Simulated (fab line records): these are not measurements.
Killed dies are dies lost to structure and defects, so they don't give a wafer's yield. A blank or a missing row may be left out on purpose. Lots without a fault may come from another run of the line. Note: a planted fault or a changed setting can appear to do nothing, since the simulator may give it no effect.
fab line records	flow sky130
record lots=11	wafers=33	last-day=50
route steps=708 shown VIA3@576 METAL4@602 CAP2M@604
lots with no fault: from the same line, run without faults
start-h: start of the lot's first displayed wafer, in hours after the record's first day	wait-h: hours since the lot's step before	" same as the row above	L1.1+2: a single row standing in for several wafers	- no value present, or no start provided	* or withheld: withheld	< > ~ a bound
route shown NAME@n: a module of which the file shows steps, and the number in the route of the first	usual: the fault-free wafers' mean and standard deviation	same: alike in all rows	chamber/n: place in a boat	sites: per-site readings	_std_site: how widely they spread, as a standard deviation	_edge_site: the outer-site mean with the inner-site mean subtracted	radius-mm: for every site, how far away it sits from the centre of the wafer	mask NAME#n: copy n	behind: the most recent tool/chamber to have shaped the wafer	hold: the reason the lot was held/the length of the hold in hours/how it ended	device: the transistor (n, p or np) that didn't switch	end of line: tests of these same wafers at the route's end	where a step has no rows: the recipe by itself	killed: the dies lost at the first sort to structure and to defects; this is not the yield of the wafer	map: dies across one wafer; x = killed, . = not, _ = none there
set.NAME: the run value of the setting; set.NAME@STEP: its run value at that earlier step	model.NAME: the simulator's own value behind a step, which no gauge read
a sample of lots followed through the steps of the route, with each step as a table and each wafer as a row
services: a tool's chamber out of use, with start hour (start-h, from the record's first day; less than 0 if before it), hours out, and reason
## steps
# step SKY_VIA3_BOW_MEAS_03
# recipe mode=bow
# usual VIA3_BOW=79/7.5
lot.wafer	tool	chamber	start-h	wait-h	VIA3_BOW[um]
L111.1	film-metro-02	-	906.51	0.2	73
L111.3	"	-	"	"	82
L111.6	"	-	"	"	79
L112.3	film-metro-02	-	913.39	0.2	77
L112.4	"	-	"	"	72
L112.5	"	-	"	"	80
L119.2	film-metro-02	-	967.79	0.1	77
L119.3	"	-	"	"	57
L119.6	"	-	"	"	75
L120.2	film-metro-03	-	975.86	0.2	73
L120.3	"	-	"	"	82
L120.5	"	-	"	"	78
L124.3	film-metro-03	-	1004.65	0.1	79
L124.4	"	-	"	"	84
L124.5	"	-	"	"	81
L127.2	film-metro-01	-	1035.44	0.3	87
L127.3	"	-	"	"	74
L127.4	"	-	"	"	92
L129.2	film-metro-02	-	1039.16	0.2	83
L129.5	"	-	"	"	76
L129.6	"	-	"	"	78
L130.3	film-metro-02	-	1043.13	0.2	84
L130.4	"	-	"	"	83
L130.6	"	-	"	"	78
L131.1	film-metro-02	-	1048.34	0.2	79
L131.4	"	-	"	"	85
L131.5	"	-	"	"	76
L132.2	film-metro-03	-	1057.38	0.3	81
L132.4	"	-	"	"	75
L132.5	"	-	"	"	74
L133.3	film-metro-01	-	1063.12	0.1	88
L133.5	"	-	"	"	78
L133.6	"	-	"	"	76
# step SKY_VIA3_CVD_21
# recipe material=W	target-thk-nm=390	time-s=117.31	temp-c=400	pressure-torr=40
# usual heater-power-w=895/120
lot.wafer	tool	chamber	start-h	wait-h	heater-power-w
L111.1	cvd-w-02	1	932.24	0.0	902
L111.3	"	1	"	"	912
L111.6	"	1	"	"	912
L112.3	cvd-w-01	0	939.30	0.1	726
L112.4	"	1	"	"	841
L112.5	"	0	"	"	726
L119.2	cvd-w-02	1	992.30	0.0	877
L119.3	"	0	"	"	1068
L119.6	"	0	"	"	1084
L120.2	cvd-w-02	0	1000.56	0.0	1075
L120.3	"	1	"	"	877
L120.5	"	0	"	"	1090
L124.3	cvd-w-01	1	1028.67	0.1	877
L124.4	"	0	"	"	755
L124.5	"	1	"	"	869
L127.2	cvd-w-01	1	1058.45	0.0	873
L127.3	"	1	"	"	856
L127.4	"	0	"	"	751
L129.2	cvd-w-01	1	1062.00	0.0	861
L129.5	"	0	"	"	730
L129.6	"	1	"	"	859
L130.3	cvd-w-01	0	1066.03	0.1	736
L130.4	"	1	"	"	860
L130.6	"	1	"	"	852
L131.1	cvd-w-01	1	1070.57	0.0	870
L131.4	"	0	"	"	711
L131.5	"	0	"	"	732
L132.2	cvd-w-02	1	1080.05	0.0	880
L132.4	"	0	"	"	1067
L132.5	"	1	"	"	888
L133.3	cvd-w-02	0	1085.43	0.1	1085
L133.5	"	0	"	"	1067
L133.6	"	0	"	"	1085
# step SKY_VIA3_RS_MEAS_22
# recipe thk-meas-gauge=four-point-probe	reads=W_of_VIA3_CVD_21+TiN_of_VIA3_SPUTTER_20
# usual VIA3_W_RS=0.293/0.0031
lot.wafer	tool	chamber	start-h	wait-h	VIA3_W_RS[ohm/sq]
L111.1	film-metro-03	-	932.37	0.1	0.297
L111.3	"	-	"	"	0.295
L111.6	"	-	"	"	0.295
L112.3	film-metro-03	-	939.42	0.1	0.293
L112.4	"	-	"	"	0.292
L112.5	"	-	"	"	0.294
L119.2	film-metro-02	-	992.45	0.1	0.291
L119.3	"	-	"	"	0.394
L119.6	"	-	"	"	0.291
L120.2	film-metro-01	-	1000.71	0.1	0.293
L120.3	"	-	"	"	0.400
L120.5	"	-	"	"	0.291
L124.3	film-metro-01	-	1028.79	0.1	0.289
L124.4	"	-	"	"	0.298
L124.5	"	-	"	"	0.288
L127.2	film-metro-01	-	1058.59	0.1	0.292
L127.3	"	-	"	"	0.292
L127.4	"	-	"	"	0.294
L129.2	film-metro-01	-	1062.14	0.1	0.294
L129.5	"	-	"	"	0.294
L129.6	"	-	"	"	0.295
L130.3	film-metro-01	-	1066.15	0.1	0.294
L130.4	"	-	"	"	0.289
L130.6	"	-	"	"	0.291
L131.1	film-metro-02	-	1070.69	0.1	0.294
L131.4	"	-	"	"	0.291
L131.5	"	-	"	"	0.295
L132.2	film-metro-03	-	1080.19	0.1	0.299
L132.4	"	-	"	"	0.292
L132.5	"	-	"	"	0.300
L133.3	film-metro-02	-	1085.63	0.2	0.293
L133.5	"	-	"	"	0.293
L133.6	"	-	"	"	0.292
# step SKY_VIA3_THK_MEAS_23
# recipe thk-meas-gauge=xrf	reads=W_of_VIA3_CVD_21
# usual VIA3_W_THK=375/5.1
lot.wafer	tool	chamber	start-h	wait-h	VIA3_W_THK[nm]
L111.1	film-metro-03	-	932.49	0.1	368
L111.3	"	-	"	"	371
L111.6	"	-	"	"	372
L112.3	film-metro-03	-	939.52	0.1	373
L112.4	"	-	"	"	375
L112.5	"	-	"	"	370
L119.2	film-metro-02	-	992.56	0.1	374
L119.3	"	-	"	"	278
L119.6	"	-	"	"	374
L120.2	film-metro-01	-	1000.82	0.1	378
L120.3	"	-	"	"	280
L120.5	"	-	"	"	381
L124.3	film-metro-01	-	1028.89	0.1	380
L124.4	"	-	"	"	369
L124.5	"	-	"	"	383
L127.2	film-metro-01	-	1058.70	0.1	380
L127.3	"	-	"	"	377
L127.4	"	-	"	"	376
L129.2	film-metro-01	-	1062.25	0.1	373
L129.5	"	-	"	"	374
L129.6	"	-	"	"	373
L130.3	film-metro-01	-	1066.25	0.1	376
L130.4	"	-	"	"	380
L130.6	"	-	"	"	376
L131.1	film-metro-02	-	1070.81	0.1	375
L131.4	"	-	"	"	379
L131.5	"	-	"	"	371
L132.2	film-metro-03	-	1080.30	0.1	368
L132.4	"	-	"	"	374
L132.5	"	-	"	"	364
L133.3	film-metro-02	-	1085.73	0.1	374
L133.5	"	-	"	"	371
L133.6	"	-	"	"	375
# step SKY_VIA3_CMP_24
# recipe stop-on=SiO2	t-overpolish-s=20	down-force-psi=3.5	platen-rpm=60	target-thk-nm=0	pad-velocity-m-s=0.94248
# usual motor-current-A=11.1/1.3	time-to-endpoint-s=94/6
lot.wafer	tool	chamber	start-h	wait-h	motor-current-A	time-to-endpoint-s
L111.1	cmp-01	0	932.55	0.1	11.0	91
L111.3	"	3	"	"	13.4	99
L111.6	"	0	"	"	11.9	92
L112.4	cmp-01	0	939.56	0.0	11.2	92
L112.3	"	3	"	"	13.5	97
L112.5	"	1	"	"	11.1	86
L119.3	cmp-01	0	992.66	0.1	11.0	70
L119.2	"	2	"	"	9.6	95
L119.6	"	3	"	"	13.5	101
L120.2	cmp-02	1	1000.92	0.1	9.8	83
L120.3	"	2	"	"	11.1	68
L120.5	"	0	"	"	10.0	103
L124.3	cmp-02	3	1028.93	0.0	11.0	97
L124.4	"	2	"	"	11.5	88
L124.5	"	3	"	"	10.4	96
L127.4	cmp-01	3	1058.75	0.0	13.7	99
L127.2	"	0	"	"	11.4	95
L127.3	"	1	"	"	11.2	91
L129.2	cmp-02	0	1062.45	0.2	10.5	101
L129.5	"	1	"	"	10.1	83
L129.6	"	2	"	"	11.9	91
L130.4	cmp-02	0	1066.29	0.0	10.2	103
L130.3	"	3	"	"	10.9	96
L130.6	"	1	"	"	9.3	84
L131.4	cmp-01	0	1070.87	0.0	10.6	94
L131.1	"	1	"	"	11.1	92
L131.5	"	0	"	"	11.2	92
L132.4	cmp-01	3	1080.35	0.0	13.2	103
L132.2	"	0	"	"	11.3	92
L132.5	"	3	"	"	14.1	100
L133.3	cmp-02	1	1085.92	0.2	9.9	84
L133.5	"	2	"	"	11.4	92
L133.6	"	3	"	"	10.6	99
# step SKY_METAL4_SPUTTER_04
# recipe material=TiN	target-thk-nm=70	power-w=6500	time-s=58.3	chamber-pressure-pa=0.4
# usual throttle-valve-pct=30.0/0.61
lot.wafer	tool	chamber	start-h	wait-h	throttle-valve-pct
L111.1	pvd-sputter-02	-	932.95	0.0	29.4
L111.3	"	-	"	"	30.0
L111.6	"	-	"	"	30.3
L112.3	pvd-sputter-03	-	939.96	0.0	29.5
L112.4	"	-	"	"	29.6
L112.5	"	-	"	"	30.8
L119.2	pvd-sputter-02	-	993.01	0.0	29.3
L119.3	"	-	"	"	30.1
L119.6	"	-	"	"	30.0
L120.2	pvd-sputter-02	-	1001.27	0.0	30.1
L120.3	"	-	"	"	30.5
L120.5	"	-	"	"	30.1
L124.3	pvd-sputter-03	-	1029.34	0.0	29.8
L124.4	"	-	"	"	30.8
L124.5	"	-	"	"	30.6
L127.2	pvd-sputter-02	-	1059.16	0.0	30.3
L127.3	"	-	"	"	30.2
L127.4	"	-	"	"	30.1
L129.2	pvd-sputter-02	-	1062.71	0.0	30.3
L129.5	"	-	"	"	29.9
L129.6	"	-	"	"	30.6
L130.3	pvd-sputter-04	-	1066.70	0.0	29.4
L130.4	"	-	"	"	29.1
L130.6	"	-	"	"	29.8
L131.1	pvd-sputter-02	-	1071.27	0.0	30.6
L131.4	"	-	"	"	29.5
L131.5	"	-	"	"	29.4
L132.2	pvd-sputter-04	-	1080.76	0.0	31.3
L132.4	"	-	"	"	29.0
L132.5	"	-	"	"	29.2
L133.3	pvd-sputter-04	-	1086.18	0.0	29.6
L133.5	"	-	"	"	29.5
L133.6	"	-	"	"	29.9
# step SKY_CAP2M_THK_MEAS_01
# recipe reads=SiO2_of_CAP2M_CVD_00
# usual CAP2M_CVD_00_THK=15.49/0.23
lot.wafer	tool	chamber	start-h	wait-h	CAP2M_CVD_00_THK[nm]
L111.1	film-metro-02	-	933.02	-	15.61
L111.3	"	-	"	"	15.46
L111.6	"	-	"	"	15.70
L112.3	film-metro-04	-	940.05	-	15.45
L112.4	"	-	"	"	15.76
L112.5	"	-	"	"	15.80
L119.2	film-metro-03	-	993.09	-	15.13
L119.3	"	-	"	"	15.05
L119.6	"	-	"	"	15.33
L120.2	film-metro-02	-	1001.35	-	15.05
L120.3	"	-	"	"	15.14
L120.5	"	-	"	"	15.44
L124.3	film-metro-02	-	1029.43	-	15.31
L124.4	"	-	"	"	15.50
L124.5	"	-	"	"	15.83
L127.2	film-metro-04	-	1059.24	-	15.59
L127.3	"	-	"	"	15.41
L127.4	"	-	"	"	15.39
L129.2	film-metro-04	-	1062.79	-	15.54
L129.5	"	-	"	"	15.57
L129.6	"	-	"	"	15.98
L130.3	film-metro-04	-	1066.79	-	15.12
L130.4	"	-	"	"	15.25
L130.6	"	-	"	"	15.51
L131.1	film-metro-02	-	1071.34	-	15.03
L131.4	"	-	"	"	15.58
L131.5	"	-	"	"	15.57
L132.2	film-metro-04	-	1080.84	-	15.31
L132.4	"	-	"	"	15.93
L132.5	"	-	"	"	15.53
L133.3	film-metro-03	-	1086.27	-	15.10
L133.5	"	-	"	"	15.48
L133.6	"	-	"	"	15.54
## services
tool	chamber	start-h	hours	kind
cmp-02	-	911.44	1.6	repair
cmp-02	-	913.07	4.0	pm
cmp-02	-	917.07	-	consumable-replace:conditioner
cmp-02	-	917.07	-	consumable-replace:pad
cvd-w-01	0	918.00	-	clean
cvd-w-01	1	918.00	-	clean
pvd-sputter-04	-	980.05	17.3	repair
cmp-01	-	1032.25	0.9	repair
cvd-w-01	-	1040.17	6.9	pm
cvd-w-02	-	1065.89	0.6	repair
cvd-w-01	0	1074.80	3.7	repair
cmp-01	-	1075.70	0.7	repair
cmp-01	-	1076.52	3.8	repair
cvd-w-02	1	1084.63	6.6	repair
cmp-01	-	1085.54	4.0	pm
## key
first-sign step=SKY_VIA3_RS_MEAS_22	reading=VIA3_W_RS	direction=up	sigmas=33	usual=0.293	struck=0.397
effect step=SKY_VIA3_THK_MEAS_23	reading=VIA3_W_THK	direction=down	sigmas=19	usual=375	struck=279
effect step=SKY_VIA3_CMP_24	reading=time-to-endpoint-s	direction=down	sigmas=4.2	usual=*	struck=*
met-at SKY_VIA3_CVD_21
struck-lots L119,L120
struck-wafers L119.3,L120.3
not-acting-at SKY_VIA3_BOW_MEAS_03,SKY_METAL4_SPUTTER_04,SKY_CAP2M_THK_MEAS_01
onset-between 932.24 992.30
fault kind=process-parameter-drift	tool=cvd-w-02	chamber=-	onset-h=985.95	steps=SKY_VIA3_CVD_21	channel=target-thk-nm	offset=-105.33	shape=step	end-h=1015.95	scope=struck-wafers-only	acts-in=these-recipes-only	stated=390
